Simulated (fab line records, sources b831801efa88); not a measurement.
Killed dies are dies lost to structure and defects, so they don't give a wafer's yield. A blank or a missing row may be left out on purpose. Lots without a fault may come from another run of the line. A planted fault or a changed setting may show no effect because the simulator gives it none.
fab line records | flow sky130
record lots=12 wafers=35 last_day=51
route steps=708 shown CAP2M@617 VIA4@659 METAL5@667 PASSIVATION@683 PAD_OPEN@708
lots that met no fault: from a run of the same line without faults
start_h: hours from the record's first day to the start of the lot's first wafer shown | wait_h: hours since the lot's step before | " the same as in the row above | L1.1+2: a row that stands for several wafers | - no value, or no start given | * or withheld: withheld | < > ~ a bound
route shown NAME@n: a module of which the file shows steps, and the number in the route of the first | usual: mean/standard deviation of fault-free wafers | same: alike in all rows | chamber/n: place in a boat | sites: the reading at each site | _std_site: their standard deviation | _edge_site: outer sites' mean less inner sites' | radius_mm: how far each site lies from the wafer's centre | mask NAME#n: copy n | behind: the tool/chamber that last shaped the wafer | hold: why the lot was held/for how many hours/how that ended | device: the transistor (n, p or np) that didn't switch | end of line: the same wafers' tests at the end of the route | a step without rows: its recipe alone | killed: dies lost to structure and defects at the first sort, not the wafer's yield | map: a wafer's dies, x killed, . not, _ none there
set.NAME: the setting as run; set.NAME@STEP: as run at that earlier step | model.NAME: the simulator's own value behind a step, which no gauge read
steps of the route over a sample of lots; a table a step, a row a wafer
services: from which hour (start_h, from the record's first day; less than 0 if before it) a tool's chamber was out of use, for how many hours, and why
## steps
# step SKY_CAP2M_STRIP_14
# recipe chemistry=O2/N2 power_w=1400 pressure_mtorr=1500 platen_temp_c=withheld o2_flow_sccm=3000 n2_flow_sccm=300 overash_fraction=0.5
# usual drypump_motor_current_A=5.9/0.42 oes_product_au=0.709/0.0046 strip_time_to_endpoint_s=12.63/0.049
# columns lot.wafer tool chamber start_h wait_h drypump_motor_current_A oes_product_au rf_hours_counter_h strip_time_to_endpoint_s
L405.2 plasma_asher-02 0 946.38 0.1 6.1 0.713 114 12.68
L405.3 " 1 " " 6.3 0.711 - 12.67
L405.6 " 0 " " 6.1 0.712 - 12.69
L411.4 plasma_asher-01 0 1006.51 0.1 6.3 0.708 - 12.51
L411.5 " 1 " " 5.6 0.711 - 12.54
L412.3 plasma_asher-02 1 1007.98 0.1 6.2 0.715 - 12.74
L412.5 " 0 " " 6.1 0.711 - 12.69
L412.6 " 1 " " 6.2 0.703 - 12.67
L413.3 plasma_asher-02 0 1011.41 0.1 6.1 0.705 - 12.59
L413.5 " 1 " " 6.3 0.705 - 12.60
L413.6 " 0 " " 6.1 0.711 - 12.57
L414.1 plasma_asher-01 1 1019.03 0.1 5.6 0.708 58 12.63
L414.3 " 1 " " 5.6 0.705 - 12.57
L414.5 " 1 " " 5.6 0.712 - 12.68
L417.1 plasma_asher-04 0 1038.74 0.1 5.0 0.704 92 12.54
L417.3 " 1 " " 5.6 0.707 - 12.56
L417.6 " 0 " " 5.0 0.704 - 12.56
L420.2 plasma_asher-01 0 1066.98 0.1 6.3 0.711 63 12.58
L420.5 " 1 " " 5.6 0.712 - 12.56
L420.6 " 0 " " 6.3 0.718 - 12.60
L422.2 plasma_asher-01 1 1076.93 0.1 5.6 0.710 64 12.64
L422.3 " 0 " " 6.3 0.711 - 12.62
L422.5 " 0 " " 6.3 0.714 - 12.68
L423.2 plasma_asher-01 0 1079.68 0.1 6.3 0.717 64 12.65
L423.4 " 1 " " 5.6 0.714 - 12.64
L423.5 " 1 " " 5.6 0.704 - 12.68
L425.1 plasma_asher-01 0 1086.33 0.1 6.3 0.708 65 12.64
L425.2 " 1 " " 5.6 0.713 65 12.61
L425.3 " 1 " " 5.6 0.706 - 12.67
L428.1 plasma_asher-02 0 1116.08 0.1 6.1 0.705 3 12.63
L428.4 " 1 " " 6.3 0.699 - 12.59
L428.5 " 1 " " 6.3 0.696 - 12.62
L427.1 plasma_asher-04 0 1137.33 0.1 5.1 0.712 102 12.57
L427.2 " 1 " " 5.6 0.706 102 12.54
L427.6 " 0 " " 5.1 0.711 - 12.59
# step SKY_VIA4_THK_MEAS_20
# recipe thk_meas_gauge=xrf reads=W_of_VIA4_CVD_18
# usual VIA4_W_THK=516/5.5
# columns lot.wafer tool chamber start_h wait_h VIA4_W_THK[nm]
L405.2 film_metro-03 - 997.42 0.1 512
L405.3 " - " " 507
L405.6 " - " " 514
L411.4 film_metro-03 - 1054.89 0.1 524
L411.5 " - " " 522
L412.3 film_metro-02 - 1056.95 0.1 516
L412.5 " - " " 521
L412.6 " - " " 518
L413.3 film_metro-02 - 1060.24 0.1 527
L413.5 " - " " 522
L413.6 " - " " 528
L414.1 film_metro-02 - 1066.39 0.1 523
L414.3 " - " " 515
L414.5 " - " " 517
L417.1 film_metro-03 - 1084.78 0.1 518
L417.3 " - " " 523
L417.6 " - " " 521
L420.2 film_metro-04 - 1114.31 0.1 510
L420.5 " - " " 507
L420.6 " - " " 515
L422.2 film_metro-03 - 1121.90 0.1 520
L422.3 " - " " 517
L422.5 " - " " 515
L423.2 film_metro-03 - 1123.24 0.1 504
L423.4 " - " " 507
L423.5 " - " " 518
L425.1 film_metro-04 - 1125.68 0.1 519
L425.2 " - " " 522
L425.3 " - " " 521
L428.1 film_metro-03 - 1156.81 0.1 525
L428.4 " - " " 524
L428.5 " - " " 516
L427.1 film_metro-04 - 1176.47 0.1 505
L427.2 " - " " 505
L427.6 " - " " 505
# step SKY_METAL5_THK_MEAS_06
# recipe thk_meas_gauge=xrf reads=AlCu_of_METAL5_SPUTTER_02
# usual METAL5_ALCU_THK=1164/9.3
# columns lot.wafer tool chamber start_h wait_h METAL5_ALCU_THK[nm]
L405.2 film_metro-04 - 998.07 0.1 1147
L405.3 " - " " 1161
L405.6 " - " " 1159
L411.4 film_metro-04 - 1055.64 0.1 1156
L411.5 " - " " 1161
L412.3 film_metro-03 - 1057.76 0.1 1161
L412.5 " - " " 1170
L412.6 " - " " 1173
L413.3 film_metro-04 - 1060.89 0.1 1160
L413.5 " - " " 1159
L413.6 " - " " 1163
L414.1 film_metro-01 - 1067.03 0.1 1175
L414.3 " - " " 1153
L414.5 " - " " 1156
L417.1 film_metro-03 - 1094.28 0.1 1169
L417.3 " - " " 1178
L417.6 " - " " 1179
L420.2 film_metro-04 - 1114.95 0.1 1159
L420.5 " - " " 1162
L420.6 " - " " 1164
L422.2 film_metro-01 - 1122.55 0.1 1173
L422.3 " - " " 1161
L422.5 " - " " 1162
L423.2 film_metro-04 - 1123.91 0.1 1159
L423.4 " - " " 1152
L423.5 " - " " 1155
L425.1 film_metro-04 - 1126.33 0.1 1156
L425.2 " - " " 1163
L425.3 " - " " 1173
L428.1 film_metro-03 - 1157.74 0.1 1168
L428.4 " - " " 1163
L428.5 " - " " 1172
L427.1 film_metro-03 - 1177.12 0.1 1143
L427.2 " - " " 1133
L427.6 " - " " 1143
# step SKY_PASSIVATION_CVD_02
# recipe material=Si3N4 target_thk_nm=540 temp_c=400 time_s=withheld rf_w=450
# usual heater_power_w=702/94 rf_fwd_power_W=449.2/1.4
# columns lot.wafer tool chamber start_h wait_h heater_power_w rf_fwd_power_W
L405.2 pecvd-04 2 1021.61 0.0 725 447.6
L405.3 " 1 " " 774 450.3
L405.6 " 0 " " 674 450.7
L411.4 pecvd-04 0 1078.23 0.1 644 521.2
L411.5 " 1 " " 599 521.6
L412.3 pecvd-01 0 1079.11 0.0 647 448.6
L412.5 " 2 " " 594 450.1
L412.6 " 1 " " 735 448.1
L413.3 pecvd-04 1 1081.76 0.0 718 518.9
L413.5 " 2 " " 612 521.4
L413.6 " 1 " " 756 522.5
L414.1 pecvd-01 2 1088.84 0.1 745 448.9
L414.3 " 0 " " 619 449.1
L414.5 " 1 " " 706 448.3
L417.1 pecvd-01 0 1110.18 0.1 541 452.7
L417.3 " 0 " " 583 450.1
L417.6 " 1 " " 687 447.8
L420.2 pecvd-02 2 1134.28 0.0 895 450.6
L420.5 " 0 " " 965 447.2
L420.6 " 2 " " 784 449.9
L422.2 pecvd-04 0 1142.34 0.0 671 448.6
L422.3 " 1 " " 716 449.0
L422.5 " 2 " " 756 451.5
L423.2 pecvd-04 0 1143.45 0.0 606 450.2
L423.4 " 0 " " 640 449.7
L423.5 " 1 " " 641 448.9
L425.1 pecvd-01 0 1145.62 0.1 635 450.0
L425.2 " 1 " " 644 447.5
L425.3 " 2 " " 720 446.9
L428.1 pecvd-02 2 1175.36 0.1 904 449.5
L428.4 " 1 " " 807 449.4
L428.5 " 1 " " 817 449.0
L427.1 pecvd-04 2 1193.46 0.1 657 451.3
L427.2 " 1 " " 740 449.2
L427.6 " 1 " " 765 448.1
# step SKY_PASSIVATION_THK_MEAS_03
# recipe reads=Si3N4_of_PASSIVATION_CVD_02
# usual PASSIVATION_CVD_02_THK=539/6.5
# columns lot.wafer tool chamber start_h wait_h PASSIVATION_CVD_02_THK[nm]
L405.2 film_metro-01 - 1021.85 - 534
L405.3 " - " " 525
L405.6 " - " " 541
L411.4 film_metro-01 - 1078.37 - 574
L411.5 " - " " 575
L412.3 film_metro-01 - 1079.36 - 538
L412.5 " - " " 546
L412.6 " - " " 544
L413.3 film_metro-02 - 1082.00 - 557
L413.5 " - " " 566
L413.6 " - " " 566
L414.1 film_metro-01 - 1089.07 - 532
L414.3 " - " " 533
L414.5 " - " " 535
L417.1 film_metro-02 - 1110.52 - 527
L417.3 " - " " 534
L417.6 " - " " 538
L420.2 film_metro-04 - 1134.63 - 538
L420.5 " - " " 548
L420.6 " - " " 554
L422.2 film_metro-01 - 1142.57 - 543
L422.3 " - " " 534
L422.5 " - " " 541
L423.2 film_metro-04 - 1143.69 - 540
L423.4 " - " " 541
L423.5 " - " " 544
L425.1 film_metro-01 - 1145.84 - 537
L425.2 " - " " 534
L425.3 " - " " 540
L428.1 film_metro-02 - 1175.70 - 534
L428.4 " - " " 541
L428.5 " - " " 533
L427.1 film_metro-01 - 1193.80 - 537
L427.2 " - " " 533
L427.6 " - " " 547
# step SKY_PAD_OPEN_PROBE_99
# usual defect_limited_yield=82.1/1.8 killed_at_M0_to_M3=45/6.9 killed_at_M4_up=3.2/1.8 killed_at_contacts=25/5.3 killed_at_front_end=16/4.3 killed_at_other=0.2/0.52 killed_dies=88/8.7 killed_open=48/6.5 killed_short=40/6 sort_bin_3_pad_short=0.9/0.4 sort_bin_5_function=10.8/1.5 sort_bin_6_memory=6.3/1 sort_n_pass=404/8.7 sort_yield_pct=82.1/1.8
# same gross_dies=492 killed_at_back_side=0 sort_bin_4_leakage[%]=0 sort_bin_8_speed[%]=0
# columns lot.wafer tool chamber start_h wait_h defect_limited_yield[%] killed_at_M0_to_M3 killed_at_M4_up killed_at_contacts killed_at_front_end killed_at_other killed_dies killed_open killed_short sort_bin_3_pad_short[%] sort_bin_5_function[%] sort_bin_6_memory[%] sort_n_pass sort_yield_pct[%]
L405.2 prober-01 - 1068.93 0.1 85.2 33 3 24 12 1 73 37 36 0.8 7.5 6.5 419 85.2
L405.3 prober-01 - 1068.98 0.2 80.1 54 2 28 14 0 98 52 46 1.2 9.1 9.6 394 80.1
L405.6 prober-01 - 1069.13 0.2 82.1 40 7 24 17 0 88 42 46 0.6 11.6 5.7 404 82.1
L422.2 prober-02 - 1179.88 0.1 80.1 54 2 30 12 0 98 53 45 1.0 11.4 7.5 394 80.1
L422.3 prober-02 - 1179.93 0.2 83.3 35 1 29 16 1 82 40 42 1.2 10.6 4.9 410 83.3
L422.5 prober-02 - 1180.03 0.2 81.5 48 3 26 14 0 91 57 34 0.8 12.8 4.9 401 81.5
L428.1 prober-01 - 1207.96 0.1 82.3 44 2 24 17 0 87 51 36 0.6 11.2 5.9 405 82.3
L428.4 prober-01 - 1208.11 0.2 84.1 38 2 22 15 1 78 45 33 0.4 11.0 4.5 414 84.1
L428.5 prober-01 - 1208.16 0.2 80.3 47 5 21 24 0 97 60 36 1.2 10.8 7.7 395 80.3
L427.1 prober-01 - 1225.74 0.1 82.7 39 3 20 23 0 85 49 36 0.6 10.2 6.5 407 82.7
L427.2 prober-01 - 1225.79 0.1 80.3 50 0 30 17 0 97 60 37 0.4 13.4 5.9 395 80.3
L427.6 prober-01 - 1225.99 0.2 83.7 33 0 39 8 0 80 46 34 0.6 9.8 5.9 412 83.7
# killed by level:class
L405.2 CONTACT:geometric_particle:open=9 VIA2:geometric_particle:open=8 VIA1:geometric_particle:short=6 VIA1:geometric_particle:open=6 LI_CONTACT:geometric_particle:open=5 POLY_GATE:geometric_particle:short=4 CONTACT:geometric_particle:short=4 VIA3:geometric_particle:open=4
L405.3 VIA1:geometric_particle:open=14 VIA2:geometric_particle:open=12 LOCAL_INTERCONNECT:geometric_particle:short=6 VIA2:geometric_particle:short=6 CONTACT:geometric_particle:short=5 CONTACT:geometric_particle:open=5 METAL1:geometric_particle:short=5 VIA1:geometric_particle:short=5
L405.6 CONTACT:geometric_particle:open=8 VIA1:geometric_particle:short=7 LI_CONTACT:geometric_particle:open=6 VIA2:geometric_particle:short=6 VIA2:geometric_particle:open=6 VIA3:geometric_particle:open=5 POLY_GATE:geometric_particle:short=5 POLY_GATE:geometric_particle:open=5
L422.2 VIA1:geometric_particle:open=13 VIA2:geometric_particle:open=10 CONTACT:geometric_particle:open=10 METAL2:geometric_particle:short=8 CONTACT:geometric_particle:short=7 POLY_GATE:geometric_particle:short=6 LI_CONTACT:geometric_particle:open=6 LOCAL_INTERCONNECT:geometric_particle:short=5
L422.3 CONTACT:geometric_particle:open=11 METAL2:geometric_particle:short=8 LI_CONTACT:geometric_particle:short=7 VIA1:geometric_particle:open=7 FIELD_ISO:geometric_particle:short=6 LI_CONTACT:geometric_particle:open=5 FIELD_ISO:geometric_particle:open=3 POLY_GATE:geometric_particle:open=3
L422.5 CONTACT:geometric_particle:open=13 VIA3:geometric_particle:open=10 LI_CONTACT:geometric_particle:open=8 VIA1:geometric_particle:open=8 VIA2:geometric_particle:open=8 METAL1:geometric_particle:short=6 METAL2:geometric_particle:short=5 POLY_GATE:geometric_particle:short=4
L428.1 VIA1:geometric_particle:open=11 FIELD_ISO:geometric_particle:open=7 VIA2:geometric_particle:open=7 LOCAL_INTERCONNECT:geometric_particle:short=7 LI_CONTACT:geometric_particle:open=6 METAL2:geometric_particle:short=6 POLY_GATE:geometric_particle:open=5 CONTACT:geometric_particle:open=5
L428.4 CONTACT:geometric_particle:open=13 VIA1:geometric_particle:open=9 VIA3:geometric_particle:open=9 METAL2:geometric_particle:short=6 POLY_GATE:geometric_particle:short=5 VIA1:geometric_particle:short=5 METAL3:geometric_particle:short=4 FIELD_ISO:geometric_particle:open=3
L428.5 VIA1:geometric_particle:open=13 VIA2:geometric_particle:open=9 CONTACT:geometric_particle:open=8 FIELD_ISO:geometric_particle:short=7 LI_CONTACT:geometric_particle:open=7 FIELD_ISO:geometric_particle:open=6 METAL1:geometric_particle:short=6 CONTACT:geometric_particle:short=5
L427.1 CONTACT:geometric_particle:open=12 FIELD_ISO:geometric_particle:short=9 VIA1:geometric_particle:open=9 VIA3:geometric_particle:open=7 VIA2:geometric_particle:open=5 FIELD_ISO:geometric_particle:open=4 METAL1:geometric_particle:short=4 LI_CONTACT:geometric_particle:open=4
L427.2 VIA1:geometric_particle:open=11 CONTACT:geometric_particle:open=10 LI_CONTACT:geometric_particle:open=9 VIA2:geometric_particle:open=7 METAL2:geometric_particle:short=7 FIELD_ISO:geometric_particle:open=6 VIA3:geometric_particle:open=6 FIELD_ISO:geometric_particle:short=4
L427.6 LI_CONTACT:geometric_particle:open=12 CONTACT:geometric_particle:open=9 CONTACT:geometric_particle:short=7 VIA1:geometric_particle:open=6 LOCAL_INTERCONNECT:geometric_particle:short=5 VIA1:geometric_particle:short=5 POLY_GATE:geometric_particle:open=4 LI_CONTACT:geometric_particle:short=4
## services
# columns tool chamber start_h hours kind
pecvd-04 1 924.40 2.1 scheduled_down
pecvd-04 2 930.00 5.5 scheduled_down
plasma_asher-01 - 960.72 0.6 repair
plasma_asher-02 - 965.61 9.3 repair
pecvd-04 1 965.74 5.5 scheduled_down
plasma_asher-01 - 968.31 3.0 repair
pecvd-01 - 980.02 6.0 pm
pecvd-02 - 984.67 6.0 pm
pecvd-01 - 987.58 1.4 repair
pecvd-04 - 1027.35 2.8 pm
plasma_asher-01 - 1027.92 0.9 repair
plasma_asher-02 - 1055.31 9.0 pm
pecvd-01 - 1063.34 0.8 repair
pecvd-04 2 1065.12 3.1 repair
plasma_asher-02 - 1073.01 15.6 pm
pecvd-04 - 1090.14 6.0 pm
plasma_asher-01 - 1091.74 1.8 repair
pecvd-02 - 1099.99 2.8 pm
plasma_asher-01 - 1108.89 2.8 pm
pecvd-01 0 1129.46 4.9 repair
pecvd-02 1 1130.91 17.7 repair
pecvd-04 0 1180.62 - clean
pecvd-04 0 1180.62 - consumable_replace:showerhead
pecvd-04 0 1180.62 29.0 scheduled_down
## key
first_sign step=SKY_PASSIVATION_CVD_02 reading=rf_fwd_power_W direction=up sigmas=52 usual=449.2 struck=521.1
effect step=SKY_PASSIVATION_THK_MEAS_03 reading=PASSIVATION_CVD_02_THK direction=up sigmas=4.5 usual=539 struck=568
met_at SKY_PASSIVATION_CVD_02
struck_lots L411,L413
not_acting_at SKY_CAP2M_STRIP_14,SKY_VIA4_THK_MEAS_20,SKY_METAL5_THK_MEAS_06
onset_between 1021.61 1078.23
fault kind=process_parameter_drift tool=pecvd-04 chamber=- onset_h=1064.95 steps=SKY_PASSIVATION_CVD_02 channel=rf_w offset=72 shape=step end_h=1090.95 acts_in=these_recipes_only stated=450
